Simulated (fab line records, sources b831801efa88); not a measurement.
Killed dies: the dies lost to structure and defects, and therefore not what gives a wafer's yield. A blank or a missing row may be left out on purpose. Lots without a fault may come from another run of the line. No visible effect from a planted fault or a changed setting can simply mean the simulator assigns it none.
Which tool was responsible? / flow gf180mcu / Sampling: 14 lots, 42 wafers, 4 of 602 route steps

== WHAT THE GAUGES SHOWED, per wafer ==
The record holds no reading of a measuring or inspecting step that can be judged against a usual standard deviation.

== WHAT TOOL EACH LOT RAN ON (gives the tool, then ch and the chambers of the sampled wafers, and finally the start) ==
lot=L196; GF_HV_LDD_STRIP_37=plasma_asher-03 ch 0,1, day 12 01:11; GF_HV_LDD_STRIP_49=plasma_asher-03 ch 0,1, day 12 20:38; GF_HV_LDD_CVD_54=lpcvd-01 ch 0, day 12 21:11; GF_HV_LDD_ETCHBACK_58=rie_diel-04 ch 1,2, day 12 23:59
lot=L197; GF_HV_LDD_STRIP_37=plasma_asher-03 ch 0,1, day 12 08:41; GF_HV_LDD_STRIP_49=plasma_asher-02 ch 0,1, day 13 04:20; GF_HV_LDD_CVD_54=lpcvd-02 ch 0, day 13 05:34; GF_HV_LDD_ETCHBACK_58=rie_diel-02 ch 1,2,3, day 13 08:08
lot=L199; GF_HV_LDD_STRIP_37=plasma_asher-03 ch 0,1, day 12 19:08; GF_HV_LDD_STRIP_49=plasma_asher-02 ch 0,1, day 13 15:16; GF_HV_LDD_CVD_54=lpcvd-02 ch 0, day 13 15:40; GF_HV_LDD_ETCHBACK_58=rie_diel-01 ch 0,3, day 13 18:14
lot=L200; GF_HV_LDD_STRIP_37=plasma_asher-03 ch 0,1, day 13 12:09; GF_HV_LDD_STRIP_49=plasma_asher-02 ch 0,1, day 14 09:27; GF_HV_LDD_CVD_54=lpcvd-01 ch 1, day 14 09:49; GF_HV_LDD_ETCHBACK_58=rie_diel-02 ch 0,2,3, day 14 12:53
lot=L201; GF_HV_LDD_STRIP_37=plasma_asher-02 ch 0,1, day 13 21:43; GF_HV_LDD_STRIP_49=plasma_asher-04 ch 0, day 14 18:11; GF_HV_LDD_CVD_54=lpcvd-01 ch 1, day 14 18:35; GF_HV_LDD_ETCHBACK_58=rie_diel-02 ch 0,2, day 14 21:10
lot=L202; GF_HV_LDD_STRIP_37=plasma_asher-03 ch 0,1, day 14 00:44; GF_HV_LDD_STRIP_49=plasma_asher-03 ch 0,1, day 14 21:23; GF_HV_LDD_CVD_54=lpcvd-01 ch 1, day 14 21:47; GF_HV_LDD_ETCHBACK_58=rie_diel-02 ch 1,3, day 15 00:22
lot=L206; GF_HV_LDD_STRIP_37=plasma_asher-02 ch 0,1, day 15 14:19; GF_HV_LDD_STRIP_49=plasma_asher-02 ch 0,1, day 16 12:55; GF_HV_LDD_CVD_54=lpcvd-02 ch 0, day 16 13:19; GF_HV_LDD_ETCHBACK_58=rie_diel-01 ch 2,3, day 16 16:20
lot=L209; GF_HV_LDD_STRIP_37=plasma_asher-04 ch 0,1, day 16 05:15; GF_HV_LDD_STRIP_49=plasma_asher-03 ch 0,1, day 17 04:15; GF_HV_LDD_CVD_54=lpcvd-01 ch 1, day 17 04:37; GF_HV_LDD_ETCHBACK_58=rie_diel-01 ch 1,2, day 17 07:13
lot=L210; GF_HV_LDD_STRIP_37=plasma_asher-04 ch 0,1, day 17 03:53; GF_HV_LDD_STRIP_49=plasma_asher-03 ch 0,1, day 18 03:28; GF_HV_LDD_CVD_54=lpcvd-01 ch 1, day 18 03:52; GF_HV_LDD_ETCHBACK_58=rie_diel-04 ch 0,3, day 18 07:48
lot=L212; GF_HV_LDD_STRIP_37=plasma_asher-02 ch 0,1, day 17 14:58; GF_HV_LDD_STRIP_49=plasma_asher-02 ch 0,1, day 18 15:38; GF_HV_LDD_CVD_54=lpcvd-01 ch 1, day 18 16:02; GF_HV_LDD_ETCHBACK_58=rie_diel-04 ch 0,3, day 18 18:55
lot=L215; GF_HV_LDD_STRIP_37=plasma_asher-03 ch 0,1, day 18 09:23; GF_HV_LDD_STRIP_49=plasma_asher-04 ch 0,1, day 19 10:02; GF_HV_LDD_CVD_54=lpcvd-01 ch 1, day 19 10:25; GF_HV_LDD_ETCHBACK_58=rie_diel-01 ch 0,2,3, day 19 12:59
lot=L216; GF_HV_LDD_STRIP_37=plasma_asher-04 ch 0,1, day 18 14:58; GF_HV_LDD_STRIP_49=plasma_asher-02 ch 0,1, day 19 15:59; GF_HV_LDD_CVD_54=lpcvd-02 ch 1, day 19 16:22; GF_HV_LDD_ETCHBACK_58=rie_diel-02 ch 0,2,3, day 19 18:56
lot=L217; GF_HV_LDD_STRIP_37=plasma_asher-02 ch 0,1, day 18 18:20; GF_HV_LDD_STRIP_49=plasma_asher-02 ch 0,1, day 19 19:19; GF_HV_LDD_CVD_54=lpcvd-01 ch 0, day 19 19:43; GF_HV_LDD_ETCHBACK_58=rie_diel-01 ch 1,2,3, day 19 22:17
lot=L218; GF_HV_LDD_STRIP_37=plasma_asher-04 ch 0,1, day 19 05:26; GF_HV_LDD_STRIP_49=plasma_asher-04 ch 0,1, day 20 05:46; GF_HV_LDD_CVD_54=lpcvd-01 ch 1, day 20 06:10; GF_HV_LDD_ETCHBACK_58=rie_diel-02 ch 0,3, day 20 09:27
- GF_HV_LDD_STRIP_37: strips in O2/N2.
- GF_HV_LDD_STRIP_49: strips in O2/N2.
- GF_HV_LDD_CVD_54: deposits SiO2 from TEOS, target thk 10 nm, time 75 s.
- GF_HV_LDD_ETCHBACK_58: etches Si3N4 in CH3F/O2, stops on SiO2, time 100 s, target depth 90 nm.

== WHAT THE TOOLS THEMSELVES READ (means of the sampled wafers that have a number; where no wafer has one, the mark that the record gives instead) ==
GF_HV_LDD_STRIP_37. Usual: drypump_motor_current_A 5.70 A, standard deviation 0.14; heater_power_w 360 W, standard deviation 28; oes_product_au 0.716 a.u., standard deviation 0.0047; strip_time_to_endpoint_s 12.623 s, standard deviation 0.027.
lot=L196; tool=plasma_asher-03; drypump_motor_current_A (A)=5.63; heater_power_w (W)=361; oes_product_au (a.u.)=0.719; strip_time_to_endpoint_s (s)=12.625; flag=
lot=L197; tool=plasma_asher-03; drypump_motor_current_A (A)=5.60; heater_power_w (W)=378; oes_product_au (a.u.)=0.713; strip_time_to_endpoint_s (s)=12.594; flag=
lot=L199; tool=plasma_asher-03; drypump_motor_current_A (A)=5.63; heater_power_w (W)=357; oes_product_au (a.u.)=0.713; strip_time_to_endpoint_s (s)=12.602; flag=
lot=L200; tool=plasma_asher-03; drypump_motor_current_A (A)=5.64; heater_power_w (W)=359; oes_product_au (a.u.)=0.710; strip_time_to_endpoint_s (s)=12.587; flag=
lot=L201; tool=plasma_asher-02; drypump_motor_current_A (A)=5.67; heater_power_w (W)=367; oes_product_au (a.u.)=0.718; strip_time_to_endpoint_s (s)=12.620; flag=
lot=L202; tool=plasma_asher-03; drypump_motor_current_A (A)=5.60; heater_power_w (W)=372; oes_product_au (a.u.)=0.719; strip_time_to_endpoint_s (s)=12.648; flag=
lot=L206; tool=plasma_asher-02; drypump_motor_current_A (A)=5.67; heater_power_w (W)=371; oes_product_au (a.u.)=0.719; strip_time_to_endpoint_s (s)=12.626; flag=
lot=L209; tool=plasma_asher-04; drypump_motor_current_A (A)=5.79; heater_power_w (W)=347; oes_product_au (a.u.)=0.717; strip_time_to_endpoint_s (s)=12.622; flag=
lot=L210; tool=plasma_asher-04; drypump_motor_current_A (A)=5.76; heater_power_w (W)=334; oes_product_au (a.u.)=0.714; strip_time_to_endpoint_s (s)=12.599; flag=
lot=L212; tool=plasma_asher-02; drypump_motor_current_A (A)=5.84; heater_power_w (W)=396; oes_product_au (a.u.)=0.716; strip_time_to_endpoint_s (s)=12.631; flag=
lot=L215; tool=plasma_asher-03; drypump_motor_current_A (A)=5.59; heater_power_w (W)=375; oes_product_au (a.u.)=0.713; strip_time_to_endpoint_s (s)=12.653; flag=
lot=L216; tool=plasma_asher-04; drypump_motor_current_A (A)=5.81; heater_power_w (W)=343; oes_product_au (a.u.)=0.714; strip_time_to_endpoint_s (s)=12.643; flag=
lot=L217; tool=plasma_asher-02; drypump_motor_current_A (A)=5.67; heater_power_w (W)=372; oes_product_au (a.u.)=0.715; strip_time_to_endpoint_s (s)=12.630; flag=
lot=L218; tool=plasma_asher-04; drypump_motor_current_A (A)=5.76; heater_power_w (W)=333; oes_product_au (a.u.)=0.717; strip_time_to_endpoint_s (s)=12.613; flag=

GF_HV_LDD_STRIP_49. Usual: drypump_motor_current_A 5.74 A, standard deviation 0.2; heater_power_w 364 W, standard deviation 34; oes_product_au 0.716 a.u., standard deviation 0.0047; strip_time_to_endpoint_s 12.61 s, standard deviation 0.041.
lot=L196; tool=plasma_asher-03; drypump_motor_current_A (A)=5.58; heater_power_w (W)=373; oes_product_au (a.u.)=0.714; strip_time_to_endpoint_s (s)=12.59; flag=
lot=L197; tool=plasma_asher-02; drypump_motor_current_A (A)=5.87; heater_power_w (W)=397; oes_product_au (a.u.)=0.716; strip_time_to_endpoint_s (s)=12.56; flag=
lot=L199; tool=plasma_asher-02; drypump_motor_current_A (A)=5.86; heater_power_w (W)=392; oes_product_au (a.u.)=0.715; strip_time_to_endpoint_s (s)=12.59; flag=
lot=L200; tool=plasma_asher-02; drypump_motor_current_A (A)=5.67; heater_power_w (W)=372; oes_product_au (a.u.)=0.714; strip_time_to_endpoint_s (s)=12.64; flag=
lot=L201; tool=plasma_asher-04; drypump_motor_current_A (A)=5.80; heater_power_w (W)=341; oes_product_au (a.u.)=0.716; strip_time_to_endpoint_s (s)=12.62; flag=
lot=L202; tool=plasma_asher-03; drypump_motor_current_A (A)=5.63; heater_power_w (W)=358; oes_product_au (a.u.)=0.723; strip_time_to_endpoint_s (s)=12.68; flag=
lot=L206; tool=plasma_asher-02; drypump_motor_current_A (A)=5.85; heater_power_w (W)=393; oes_product_au (a.u.)=0.712; strip_time_to_endpoint_s (s)=12.65; flag=
lot=L209; tool=plasma_asher-03; drypump_motor_current_A (A)=5.64; heater_power_w (W)=362; oes_product_au (a.u.)=0.713; strip_time_to_endpoint_s (s)=12.61; flag=
lot=L210; tool=plasma_asher-03; drypump_motor_current_A (A)=5.64; heater_power_w (W)=363; oes_product_au (a.u.)=0.717; strip_time_to_endpoint_s (s)=12.61; flag=
lot=L212; tool=plasma_asher-02; drypump_motor_current_A (A)=5.68; heater_power_w (W)=368; oes_product_au (a.u.)=0.715; strip_time_to_endpoint_s (s)=12.67; flag=
lot=L215; tool=plasma_asher-04; drypump_motor_current_A (A)=5.77; heater_power_w (W)=337; oes_product_au (a.u.)=0.716; strip_time_to_endpoint_s (s)=12.58; flag=
lot=L216; tool=plasma_asher-02; drypump_motor_current_A (A)=5.87; heater_power_w (W)=389; oes_product_au (a.u.)=0.720; strip_time_to_endpoint_s (s)=12.58; flag=
lot=L217; tool=plasma_asher-02; drypump_motor_current_A (A)=5.68; heater_power_w (W)=373; oes_product_au (a.u.)=0.712; strip_time_to_endpoint_s (s)=12.58; flag=
lot=L218; tool=plasma_asher-04; drypump_motor_current_A (A)=5.79; heater_power_w (W)=341; oes_product_au (a.u.)=0.712; strip_time_to_endpoint_s (s)=12.65; flag=

GF_HV_LDD_CVD_54. Usual: pressure_mtorr 399.9 mTorr, standard deviation 0.94; spike_tc_bottom_C 699.5 C, standard deviation 3; susceptor_temp_C 680.0 C, standard deviation 0.31; zone_power_top_pct 23.4 %, standard deviation 2.
lot=L196; tool=lpcvd-01; pressure_mtorr (mTorr)=399.1; spike_tc_bottom_C (C)=701.7; susceptor_temp_C (C)=680.2; zone_power_top_pct (%)=20.5; flag=
lot=L197; tool=lpcvd-02; pressure_mtorr (mTorr)=399.6; spike_tc_bottom_C (C)=702.9; susceptor_temp_C (C)=680.2; zone_power_top_pct (%)=21.1; flag=
lot=L199; tool=lpcvd-02; pressure_mtorr (mTorr)=399.1; spike_tc_bottom_C (C)=703.5; susceptor_temp_C (C)=680.5; zone_power_top_pct (%)=21.1; flag=
lot=L200; tool=lpcvd-01; pressure_mtorr (mTorr)=399.2; spike_tc_bottom_C (C)=697.6; susceptor_temp_C (C)=679.9; zone_power_top_pct (%)=24.7; flag=
lot=L201; tool=lpcvd-01; pressure_mtorr (mTorr)=-; spike_tc_bottom_C (C)=-; susceptor_temp_C (C)=-; zone_power_top_pct (%)=-; flag=OFF
lot=L202; tool=lpcvd-01; pressure_mtorr (mTorr)=-; spike_tc_bottom_C (C)=-; susceptor_temp_C (C)=-; zone_power_top_pct (%)=-; flag=OFF
lot=L206; tool=lpcvd-02; pressure_mtorr (mTorr)=400.5; spike_tc_bottom_C (C)=702.4; susceptor_temp_C (C)=680.1; zone_power_top_pct (%)=21.0; flag=
lot=L209; tool=lpcvd-01; pressure_mtorr (mTorr)=401.6; spike_tc_bottom_C (C)=698.1; susceptor_temp_C (C)=679.8; zone_power_top_pct (%)=24.7; flag=
lot=L210; tool=lpcvd-01; pressure_mtorr (mTorr)=399.3; spike_tc_bottom_C (C)=698.2; susceptor_temp_C (C)=679.9; zone_power_top_pct (%)=24.8; flag=
lot=L212; tool=lpcvd-01; pressure_mtorr (mTorr)=399.0; spike_tc_bottom_C (C)=697.9; susceptor_temp_C (C)=680.2; zone_power_top_pct (%)=24.8; flag=
lot=L215; tool=lpcvd-01; pressure_mtorr (mTorr)=398.4; spike_tc_bottom_C (C)=697.1; susceptor_temp_C (C)=679.6; zone_power_top_pct (%)=24.7; flag=
lot=L216; tool=lpcvd-02; pressure_mtorr (mTorr)=400.7; spike_tc_bottom_C (C)=696.4; susceptor_temp_C (C)=680.2; zone_power_top_pct (%)=25.4; flag=
lot=L217; tool=lpcvd-01; pressure_mtorr (mTorr)=399.1; spike_tc_bottom_C (C)=702.8; susceptor_temp_C (C)=680.5; zone_power_top_pct (%)=20.5; flag=
lot=L218; tool=lpcvd-01; pressure_mtorr (mTorr)=400.4; spike_tc_bottom_C (C)=697.7; susceptor_temp_C (C)=679.8; zone_power_top_pct (%)=24.9; flag=

GF_HV_LDD_ETCHBACK_58. Usual: O2_flow_sccm 29.99 sccm, standard deviation 0.081; drypump_motor_current_A 5.9 A, standard deviation 0.45; oes_product_au 0.841 a.u., standard deviation 0.0071; rf_fwd_power_W 398.0 W, standard deviation 1.5; throttle_valve_pct 10.560 %, standard deviation 0.0097.
lot=L196; tool=rie_diel-04; O2_flow_sccm (sccm)=29.96; drypump_motor_current_A (A)=5.4; oes_product_au (a.u.)=0.848; rf_fwd_power_W (W)=399.2; throttle_valve_pct (%)=10.554; flag=
lot=L197; tool=rie_diel-02; O2_flow_sccm (sccm)=30.03; drypump_motor_current_A (A)=5.9; oes_product_au (a.u.)=0.843; rf_fwd_power_W (W)=397.9; throttle_valve_pct (%)=10.550; flag=
lot=L199; tool=rie_diel-01; O2_flow_sccm (sccm)=30.00; drypump_motor_current_A (A)=5.8; oes_product_au (a.u.)=0.842; rf_fwd_power_W (W)=396.1; throttle_valve_pct (%)=10.565; flag=
lot=L200; tool=rie_diel-02; O2_flow_sccm (sccm)=30.00; drypump_motor_current_A (A)=5.7; oes_product_au (a.u.)=0.841; rf_fwd_power_W (W)=399.2; throttle_valve_pct (%)=10.560; flag=
lot=L201; tool=rie_diel-02; O2_flow_sccm (sccm)=30.04; drypump_motor_current_A (A)=5.4; oes_product_au (a.u.)=0.845; rf_fwd_power_W (W)=397.4; throttle_valve_pct (%)=10.557; flag=
lot=L202; tool=rie_diel-02; O2_flow_sccm (sccm)=29.97; drypump_motor_current_A (A)=6.2; oes_product_au (a.u.)=0.843; rf_fwd_power_W (W)=398.7; throttle_valve_pct (%)=10.563; flag=
lot=L206; tool=rie_diel-01; O2_flow_sccm (sccm)=29.95; drypump_motor_current_A (A)=6.4; oes_product_au (a.u.)=0.840; rf_fwd_power_W (W)=396.7; throttle_valve_pct (%)=10.553; flag=
lot=L209; tool=rie_diel-01; O2_flow_sccm (sccm)=29.95; drypump_motor_current_A (A)=6.2; oes_product_au (a.u.)=0.828; rf_fwd_power_W (W)=396.0; throttle_valve_pct (%)=10.564; flag=
lot=L210; tool=rie_diel-04; O2_flow_sccm (sccm)=30.01; drypump_motor_current_A (A)=5.7; oes_product_au (a.u.)=0.841; rf_fwd_power_W (W)=398.1; throttle_valve_pct (%)=10.560; flag=
lot=L212; tool=rie_diel-04; O2_flow_sccm (sccm)=29.99; drypump_motor_current_A (A)=5.7; oes_product_au (a.u.)=0.844; rf_fwd_power_W (W)=396.2; throttle_valve_pct (%)=10.559; flag=
lot=L215; tool=rie_diel-01; O2_flow_sccm (sccm)=30.04; drypump_motor_current_A (A)=6.1; oes_product_au (a.u.)=0.836; rf_fwd_power_W (W)=397.2; throttle_valve_pct (%)=10.569; flag=
lot=L216; tool=rie_diel-02; O2_flow_sccm (sccm)=30.00; drypump_motor_current_A (A)=5.7; oes_product_au (a.u.)=0.845; rf_fwd_power_W (W)=399.6; throttle_valve_pct (%)=10.560; flag=
lot=L217; tool=rie_diel-01; O2_flow_sccm (sccm)=29.89; drypump_motor_current_A (A)=6.2; oes_product_au (a.u.)=0.844; rf_fwd_power_W (W)=398.4; throttle_valve_pct (%)=10.564; flag=
lot=L218; tool=rie_diel-02; O2_flow_sccm (sccm)=29.94; drypump_motor_current_A (A)=6.0; oes_product_au (a.u.)=0.842; rf_fwd_power_W (W)=399.5; throttle_valve_pct (%)=10.554; flag=

== THE ANSWER, worked out from the rows above alone ==
Rule: take the mean of a lot's wafers that have a number; if it is more than 3 standard deviations from the usual mean, the lot is off. Also off: a lot with no number at a reading for which 4 or more lots have one. The other lots that the step has rows for count as sound. After the gauges, taken in route order, come the tools' own readings; for these a lot's mean is taken, as printed above. At the first step where some lot is off, the reading lying furthest off is the one used; lots without a number count as furthest.
Off: L201, L202 (GF_HV_LDD_CVD_54, pressure_mtorr). Without a number there: L201, L202.
A tool fits if, at that step or a process step before it, it ran every lot that is off, and no sound lot after the first of them. Of those tried, none fits.

== WHAT THE SIMULATOR HAD INSERTED ==
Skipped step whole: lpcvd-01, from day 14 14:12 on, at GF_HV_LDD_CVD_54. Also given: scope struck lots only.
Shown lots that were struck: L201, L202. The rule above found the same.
